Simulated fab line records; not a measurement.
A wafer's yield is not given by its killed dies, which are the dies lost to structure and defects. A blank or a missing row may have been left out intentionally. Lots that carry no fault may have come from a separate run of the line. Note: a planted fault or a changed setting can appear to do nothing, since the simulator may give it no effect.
The tool behind it: which one? -- flow gf180mcu -- 9 lots with 26 wafers sampled at 3 steps, on a route of 602 steps

## WHAT THE GAUGES SHOWED, per wafer
GF_M3_THK_MEAS_06: measures by xrf.
lot,measured,on,M3_ALCU_THK (nm)
L476,day 20 08:40,film metro-01,450 451 453
L477,day 20 12:34,film metro-03,452 448 449
L478,day 20 19:07,film metro-03,448 445 447
L479,day 21 11:54,film metro-03,444 441 443
L480,day 21 23:20,film metro-04,452 454 454
L488,day 24 18:24,film metro-01,459 451 451
L489,day 25 01:45,film metro-03,444 444
L498,day 27 21:52,film metro-03,457 447 457
L499,day 28 02:42,film metro-03,441 441 442

GF_V3_BOW_MEAS_05.
lot,measured,on,V3_BOW (um)
L476,day 21 10:19,film metro-03,114 103 96
L477,day 21 13:34,film metro-03,116 114 132
L478,day 21 19:56,film metro-04,121 98 112
L479,day 22 12:28,film metro-03,117 123 115
L480,day 22 23:22,film metro-02,112 115 106
L488,day 25 16:55,film metro-03,132 125 113
L489,day 25 23:58,film metro-02,129 118
L498,day 28 18:35,film metro-02,108 113 122
L499,day 28 23:31,film metro-03,117 125 113

## WHAT TOOL EACH LOT RAN ON (gives the tool, then ch and the chambers of the sampled wafers, and finally the start)
lot,GF_M3_SPUTTER_00
L476,"pvd sputter-02, day 20 08:20"
L477,"pvd sputter-03, day 20 12:13"
L478,"pvd sputter-01, day 20 18:45"
L479,"pvd sputter-03, day 21 11:32"
L480,"pvd sputter-01, day 21 22:59"
L488,"pvd sputter-03, day 24 18:03"
L489,"pvd sputter-01, day 25 01:22"
L498,"pvd sputter-02, day 27 21:32"
L499,"pvd sputter-03, day 28 02:22"
- GF_M3_SPUTTER_00: material Ti, target thk 37.5 nm, time 150 s.

## AS READ BY THE TOOLS THEMSELVES (means over the sampled wafers that have a number; for cases with no such wafer, the mark the record gives instead)
GF_M3_SPUTTER_00.
lot,tool,throttle valve pct (%)
L476,pvd sputter-02,30.1
L477,pvd sputter-03,30.9
L478,pvd sputter-01,28.3
L479,pvd sputter-03,30.0
L480,pvd sputter-01,29.3
L488,pvd sputter-03,29.3
L489,pvd sputter-01,28.0
L498,pvd sputter-02,30.4
L499,pvd sputter-03,29.9

## THE ANSWER, worked out from the rows above alone
Rule: the usual values come from the lots themselves. Put in order of their means at a reading, lots are off if they are a third of the lots or fewer, leave a main group of 4 or more, and stand apart from it by a gap of 3 or more times the standard deviation of the main group's means; of several such gaps the widest counts. The tables above print the reading to a certain number of digits; a main group whose means all agree to those digits is not used. A lot without any number at a reading at which 4 lots or more have one is off too. Where the step has rows for the other lots, those lots are counted as sound. After the gauges, taken in route order, come the tools' own readings; for these a lot's mean is taken, as printed above. At the first step where some lot is off, the reading lying furthest off is the one used; lots without a number count as furthest.
No lot is off on any of the readings shown, so nothing can be concluded from this.

## WHAT HAD BEEN PUT IN BY THE SIMULATOR
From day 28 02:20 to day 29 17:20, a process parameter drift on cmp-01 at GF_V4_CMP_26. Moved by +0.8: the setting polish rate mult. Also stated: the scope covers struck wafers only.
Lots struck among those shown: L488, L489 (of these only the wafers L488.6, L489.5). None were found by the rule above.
